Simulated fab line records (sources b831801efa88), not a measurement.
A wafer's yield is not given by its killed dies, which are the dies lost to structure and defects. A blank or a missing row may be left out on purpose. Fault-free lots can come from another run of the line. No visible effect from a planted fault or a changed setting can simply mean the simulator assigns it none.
fab line records	flow sky130
[record] lots = 12	wafers = 35	last_day = 50
route steps=708 shown LI_CONTACT@383 LOCAL_INTERCONNECT@388 METAL1@438 PAD_OPEN@708
lots with no fault: from the same line, run without faults
start_h: hours from the record's opening day to when the first of the lot's shown wafers began	wait_h: how many hours have passed since the lot's step before this one	" same as the row above	L1.1+2: one row covering several wafers at once	- either no value or no given start	* or withheld: withheld	< > ~ a bound
route shown NAME@n: names a module that has steps shown in the file, with the first one's number in the route	usual: the fault-free wafers' mean and standard deviation	same: alike in all rows	chamber/n: place in a boat	sites: the reading at each site	_std_site: their standard deviation	_edge_site: inner sites' mean taken away from outer sites' mean	radius_mm: how far each site lies from the wafer's centre	mask NAME#n: copy n	behind: the last tool/chamber to shape the wafer	hold: the reason the lot was held/the length of the hold in hours/how it ended	device: names the non-switching transistor (n, p or np)	end of line: the route-end tests of the same wafers	a step given without rows: its recipe and nothing more	killed: count of dies lost to structure and defects at first sort (not the wafer's yield)	map: a wafer's dies, x killed, . not, _ none there
set.NAME: the setting the step ran with; set.NAME@STEP: the setting that earlier step ran with	model.NAME: the simulator's own value behind a step, which no gauge read
one table for each step of the route and one row for each wafer, over a sample of lots
services: when a tool's chamber went out of use (start_h, in hours from the record's first day, below 0 if earlier), for how many hours, and the reason
[[steps]]
[step SKY_LI_CONTACT_CVD_21]
[recipe] material = W	target_thk_nm = 400	time_s = 120.56	temp_c = 400	pressure_torr = 40
[usual] heater_power_w = 845/42	susceptor_temp_C = 400.00/0.21
lot.wafer	tool	chamber	start_h	wait_h	heater_power_w	since_wet_clean_h	susceptor_temp_C
L236.1	cvd_w-02	0	666.47	0.0	852	762	399.53
L236.2	"	1	"	"	778	762	399.97
L236.3	"	1	"	"	790	-	400.03
L240.2	cvd_w-01	0	721.92	0.0	843	318	400.00
L240.4	"	1	"	"	862	-	400.16
L240.6	"	1	"	"	872	-	399.92
L238.2	cvd_w-01	1	722.57	0.0	897	319	399.81
L238.3	"	0	"	"	866	-	399.74
L238.5	"	0	"	"	861	-	399.71
L241.2	cvd_w-02	1	722.92	0.0	786	819	400.04
L241.3	"	1	"	"	774	-	399.93
L241.4	"	0	"	"	857	-	400.14
L242.1	cvd_w-02	0	728.45	0.0	862	824	400.50
L242.2	"	1	"	"	785	824	400.00
L242.4	"	1	"	"	767	-	399.84
L244.1	cvd_w-01	0	735.49	0.0	831	332	400.39
L244.5	"	0	"	"	849	-	399.98
L244.6	"	1	"	"	879	-	400.11
L249.1	cvd_w-02	1	787.14	0.0	785	883	399.62
L249.2	"	0	"	"	870	883	399.91
L249.3	"	0	"	"	861	-	399.97
L253.3	cvd_w-02	0	803.70	0.1	833	-	400.22
L253.6	"	1	"	"	776	-	400.26
L255.1	cvd_w-02	0	831.10	0.0	870	927	399.75
L255.2	"	1	"	"	768	927	399.97
L255.4	"	0	"	"	846	-	400.12
L256.3	cvd_w-02	1	840.50	0.1	773	-	399.82
L256.5	"	0	"	"	861	-	399.98
L256.6	"	1	"	"	786	-	399.91
L258.1	cvd_w-02	0	845.03	0.0	827	941	399.89
L258.2	"	1	"	"	782	941	400.02
L258.5	"	0	"	"	840	-	399.96
L259.2	cvd_w-01	0	850.95	0.0	844	447	400.01
L259.3	"	0	"	"	861	-	400.13
L259.5	"	0	"	"	875	-	399.87
[step SKY_LOCAL_INTERCONNECT_RS_MEAS_01]
[recipe] thk_meas_gauge = four-point-probe	reads = TiN_of_LOCAL_INTERCONNECT_SPUTTER_00
[usual] LOCAL_INTERCONNECT_TIN_RS = 14.19/0.13
lot.wafer	tool	chamber	start_h	wait_h	LOCAL_INTERCONNECT_TIN_RS[ohm/sq]
L236.1	film_metro-01	-	667.14	0.0	14.04
L236.2	"	-	"	"	14.27
L236.3	"	-	"	"	14.22
L240.2	film_metro-01	-	722.63	0.1	14.25
L240.4	"	-	"	"	14.25
L240.6	"	-	"	"	14.18
L238.2	film_metro-04	-	723.26	0.1	14.22
L238.3	"	-	"	"	14.20
L238.5	"	-	"	"	14.27
L241.2	film_metro-01	-	723.61	0.1	14.15
L241.3	"	-	"	"	14.14
L241.4	"	-	"	"	14.14
L242.1	film_metro-01	-	729.12	0.0	14.29
L242.2	"	-	"	"	14.25
L242.4	"	-	"	"	14.23
L244.1	film_metro-04	-	736.16	0.0	14.34
L244.5	"	-	"	"	14.33
L244.6	"	-	"	"	14.29
L249.1	film_metro-02	-	787.81	0.0	14.24
L249.2	"	-	"	"	14.25
L249.3	"	-	"	"	14.33
L253.3	film_metro-02	-	804.36	0.1	14.15
L253.6	"	-	"	"	14.05
L255.1	film_metro-01	-	831.77	0.0	14.13
L255.2	"	-	"	"	14.05
L255.4	"	-	"	"	14.06
L256.3	film_metro-01	-	841.16	0.1	13.84
L256.5	"	-	"	"	14.07
L256.6	"	-	"	"	13.91
L258.1	film_metro-04	-	845.70	0.0	14.15
L258.2	"	-	"	"	14.22
L258.5	"	-	"	"	14.27
L259.2	film_metro-04	-	851.64	0.1	14.17
L259.3	"	-	"	"	14.18
L259.5	"	-	"	"	14.26
[step SKY_LOCAL_INTERCONNECT_OVL_MEAS_12]
[usual] LOCAL_INTERCONNECT_OVL = -3/5.8
lot.wafer	tool	chamber	start_h	wait_h	LOCAL_INTERCONNECT_OVL[nm]
L236.1	overlay-02	-	695.03	0.1	4
L236.2	"	-	"	"	-4
L236.3	"	-	"	"	-3
L240.2	overlay-02	-	750.58	0.1	2
L240.4	"	-	"	"	-13
L240.6	"	-	"	"	-3
L238.2	overlay-01	-	751.08	0.1	0
L238.3	"	-	"	"	10
L238.5	"	-	"	"	10
L241.2	overlay-01	-	751.20	0.1	-7
L241.3	"	-	"	"	-7
L241.4	"	-	"	"	-5
L242.1	overlay-02	-	756.41	0.1	-5
L242.2	"	-	"	"	-5
L242.4	"	-	"	"	-4
L244.1	overlay-01	-	763.42	0.1	2
L244.5	"	-	"	"	-7
L244.6	"	-	"	"	0
L249.1	overlay-02	-	814.16	0.1	-4
L249.2	"	-	"	"	2
L249.3	"	-	"	"	-1
L253.3	overlay-02	-	830.87	0.1	-2
L253.6	"	-	"	"	-1
L255.1	overlay-02	-	858.07	0.1	-4
L255.2	"	-	"	"	-12
L255.4	"	-	"	"	1
L256.3	overlay-01	-	866.99	0.1	-2
L256.5	"	-	"	"	3
L256.6	"	-	"	"	9
L258.1	overlay-02	-	871.43	0.1	-7
L258.2	"	-	"	"	-3
L258.5	"	-	"	"	-1
L259.2	overlay-01	-	876.78	0.1	-12
L259.3	"	-	"	"	-9
L259.5	"	-	"	"	-11
[step SKY_METAL1_SPUTTER_04]
[recipe] material = TiN	target_thk_nm = 70	power_w = 6500	time_s = 58.3	chamber_pressure_pa = 0.4
[usual] chamber_pressure_pa = 0.4001/0.00074	throttle_valve_pct = 30.1/1.1
lot.wafer	tool	chamber	start_h	wait_h	chamber_pressure_pa	throttle_valve_pct
L236.1	pvd_sputter-02	-	726.39	0.0	0.4005	29.2
L236.2	"	-	"	"	0.4006	31.2
L236.3	"	-	"	"	0.4001	29.4
L240.2	pvd_sputter-02	-	780.23	0.0	0.4005	28.8
L240.4	"	-	"	"	0.4004	29.4
L240.6	"	-	"	"	0.3988	28.9
L238.2	pvd_sputter-02	-	781.07	0.0	0.4017	29.5
L238.3	"	-	"	"	0.4001	31.3
L238.5	"	-	"	"	0.3991	28.9
L241.2	pvd_sputter-01	-	781.15	0.0	0.4002	30.0
L241.3	"	-	"	"	0.4009	30.1
L241.4	"	-	"	"	0.4000	29.8
L242.1	pvd_sputter-02	-	786.36	0.0	0.4003	29.6
L242.2	"	-	"	"	0.4002	31.7
L242.4	"	-	"	"	0.3986	29.3
L244.1	pvd_sputter-02	-	793.06	0.0	0.3999	31.6
L244.5	"	-	"	"	0.3985	31.5
L244.6	"	-	"	"	0.3997	29.3
L249.1	pvd_sputter-02	-	843.11	0.0	0.4000	28.8
L249.2	"	-	"	"	0.4012	29.6
L249.3	"	-	"	"	0.4002	31.1
L253.3	pvd_sputter-02	-	860.53	0.0	0.4006	28.5
L253.6	"	-	"	"	0.3994	29.9
L255.1	pvd_sputter-04	-	887.11	0.0	0.4015	32.5
L255.2	"	-	"	"	0.4002	30.3
L255.4	"	-	"	"	0.3992	31.1
L256.3	pvd_sputter-01	-	895.99	0.0	0.3990	30.0
L256.5	"	-	"	"	0.4003	31.0
L256.6	"	-	"	"	0.4008	29.9
L258.1	pvd_sputter-01	-	900.78	0.0	0.4001	30.3
L258.2	"	-	"	"	0.4012	31.1
L258.5	"	-	"	"	0.4012	30.3
L259.2	pvd_sputter-04	-	905.54	0.0	0.4004	32.3
L259.3	"	-	"	"	0.4005	30.5
L259.5	"	-	"	"	0.3994	32.5
[step SKY_METAL1_THK_MEAS_06]
[recipe] thk_meas_gauge = xrf	reads = AlCu_of_METAL1_SPUTTER_02
[usual] METAL1_ALCU_THK = 250.3/2.1
lot.wafer	tool	chamber	start_h	wait_h	METAL1_ALCU_THK[nm]
L236.1	film_metro-02	-	726.56	0.1	252.4
L236.2	"	-	"	"	250.0
L236.3	"	-	"	"	253.8
L240.2	film_metro-02	-	780.41	0.1	252.8
L240.4	"	-	"	"	251.3
L240.6	"	-	"	"	253.2
L238.2	film_metro-03	-	781.25	0.1	249.6
L238.3	"	-	"	"	248.0
L238.5	"	-	"	"	249.4
L241.2	film_metro-02	-	781.33	0.1	248.7
L241.3	"	-	"	"	247.6
L241.4	"	-	"	"	248.0
L242.1	film_metro-02	-	786.53	0.1	250.6
L242.2	"	-	"	"	251.4
L242.4	"	-	"	"	250.3
L244.1	film_metro-01	-	793.23	0.1	251.9
L244.5	"	-	"	"	251.0
L244.6	"	-	"	"	248.4
L249.1	film_metro-02	-	843.28	0.1	265.6
L249.2	"	-	"	"	252.5
L249.3	"	-	"	"	261.2
L253.3	film_metro-01	-	860.72	0.1	259.8
L253.6	"	-	"	"	249.4
L255.1	film_metro-02	-	887.28	0.1	252.4
L255.2	"	-	"	"	249.6
L255.4	"	-	"	"	252.7
L256.3	film_metro-01	-	896.17	0.1	249.4
L256.5	"	-	"	"	251.6
L256.6	"	-	"	"	251.8
L258.1	film_metro-03	-	900.95	0.1	249.4
L258.2	"	-	"	"	249.1
L258.5	"	-	"	"	250.9
L259.2	film_metro-03	-	905.72	0.1	251.8
L259.3	"	-	"	"	250.7
L259.5	"	-	"	"	248.2
[step SKY_PAD_OPEN_PROBE_99]
[usual] defect_limited_yield = 82.7/2.1	killed_at_M0_to_M3 = 43/7.2	killed_at_M4_up = 3.3/1.8	killed_at_contacts = 23/5.5	killed_at_front_end = 16/5.1	killed_at_other = 0.4/0.65	killed_dies = 85/10	killed_open = 46/7.1	killed_short = 38/7.2	sort_bin_3_pad_short = 0.9/0.41	sort_bin_5_function = 10.2/1.5	sort_bin_6_memory = 6.2/1.1	sort_n_pass = 407/10	sort_yield_pct = 82.7/2.1
[same] gross_dies = 492	killed_at_back_side = 0	sort_bin_4_leakage[%] = 0	sort_bin_8_speed[%] = 0
lot.wafer	tool	chamber	start_h	wait_h	defect_limited_yield[%]	killed_at_M0_to_M3	killed_at_M4_up	killed_at_contacts	killed_at_front_end	killed_at_other	killed_dies	killed_open	killed_short	sort_bin_3_pad_short[%]	sort_bin_5_function[%]	sort_bin_6_memory[%]	sort_n_pass	sort_yield_pct[%]
L240.2	prober-01	-	1107.80	0.1	84.6	42	2	13	17	2	76	41	34	0.4	11.0	4.1	416	84.6
L240.4	prober-01	-	1107.90	0.2	82.7	47	6	19	13	0	85	50	35	0.4	11.0	5.9	407	82.7
L240.6	prober-01	-	1108.00	0.2	82.1	44	3	18	22	1	88	44	43	1.8	10.6	5.5	404	82.1
L253.3	prober-02	-	1166.50	0.2	83.5	39	4	27	11	0	81	42	39	1.2	10.8	4.5	411	83.5
L255.4	prober-02	-	1183.20	0.2	85.4	43	3	15	11	0	72	35	35	0.4	7.9	6.3	420	85.4
// killed by level:class
L240.2 VIA1:geometric_particle:open=9 VIA3:geometric_particle:open=7 POLY_GATE:geometric_particle:short=5 CONTACT:geometric_particle:short=5 CONTACT:geometric_particle:open=5 METAL2:geometric_particle:short=5 POLY_GATE:geometric_particle:open=4 VIA2:geometric_particle:open=4
L240.4 VIA2:geometric_particle:open=13 VIA1:geometric_particle:open=12 CONTACT:geometric_particle:open=10 VIA1:geometric_particle:short=6 FIELD_ISO:geometric_particle:open=4 METAL4:geometric_particle:short=4 FIELD_ISO:geometric_particle:short=3 POLY_GATE:geometric_particle:short=3
L240.6 VIA1:geometric_particle:open=12 CONTACT:geometric_particle:open=8 VIA2:geometric_particle:open=8 FIELD_ISO:geometric_particle:short=7 METAL1:geometric_particle:short=6 POLY_GATE:geometric_particle:short=5 CONTACT:geometric_particle:short=5 SPACER:geometric_particle:open=4
L253.3 CONTACT:geometric_particle:open=10 VIA2:geometric_particle:open=8 LOCAL_INTERCONNECT:geometric_particle:short=7 VIA1:geometric_particle:open=7 CONTACT:geometric_particle:short=6 METAL2:geometric_particle:short=6 POLY_GATE:geometric_particle:open=5 METAL1:geometric_particle:short=4
L255.4 VIA2:geometric_particle:open=10 METAL2:geometric_particle:short=8 VIA1:geometric_particle:open=7 CONTACT:geometric_particle:open=6 FIELD_ISO:geometric_particle:open=4 LOCAL_INTERCONNECT:geometric_particle:short=4 METAL1:geometric_particle:short=4 POLY_GATE:geometric_particle:short=3
[[services]]
tool	chamber	start_h	hours	kind
cvd_w-01	1	644.59	24.0	repair
pvd_sputter-02	-	648.21	1.8	repair
pvd_sputter-01	-	648.31	5.5	repair
pvd_sputter-01	-	680.30	3.0	repair
cvd_w-01	-	682.53	2.8	pm
pvd_sputter-02	-	728.96	2.8	repair
cvd_w-02	0	731.36	2.1	repair
pvd_sputter-02	-	802.27	2.4	repair
cvd_w-02	0	811.66	13.0	repair
pvd_sputter-01	-	844.08	1.8	repair
pvd_sputter-04	-	849.94	0.6	repair
pvd_sputter-02	-	874.80	1.0	repair
cvd_w-02	-	904.00	14.0	pm
cvd_w-02	0	904.00	14.0	vent_cycle
cvd_w-02	1	904.00	14.0	vent_cycle
[[key]]
[first_sign] step = SKY_METAL1_THK_MEAS_06	reading = METAL1_ALCU_THK	direction = up	sigmas = 5.7	usual = 250.3	struck = 262.2
effect none on later readings
met_at SKY_METAL1_SPUTTER_04
struck_lots L249,L253
struck_wafers L249.1,L249.3,L253.3
not_acting_at SKY_LI_CONTACT_CVD_21,SKY_LOCAL_INTERCONNECT_RS_MEAS_01,SKY_LOCAL_INTERCONNECT_OVL_MEAS_12
onset_between 793.06 843.11
[fault] kind = process_parameter_drift	tool = pvd_sputter-02	chamber = -	onset_h = 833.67	steps = SKY_METAL1_SPUTTER_04	channel = target_thk_nm	offset = -22.893	shape = step	end_h = 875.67	scope = struck_wafers_only	acts_in = these_recipes_only	stated = 70
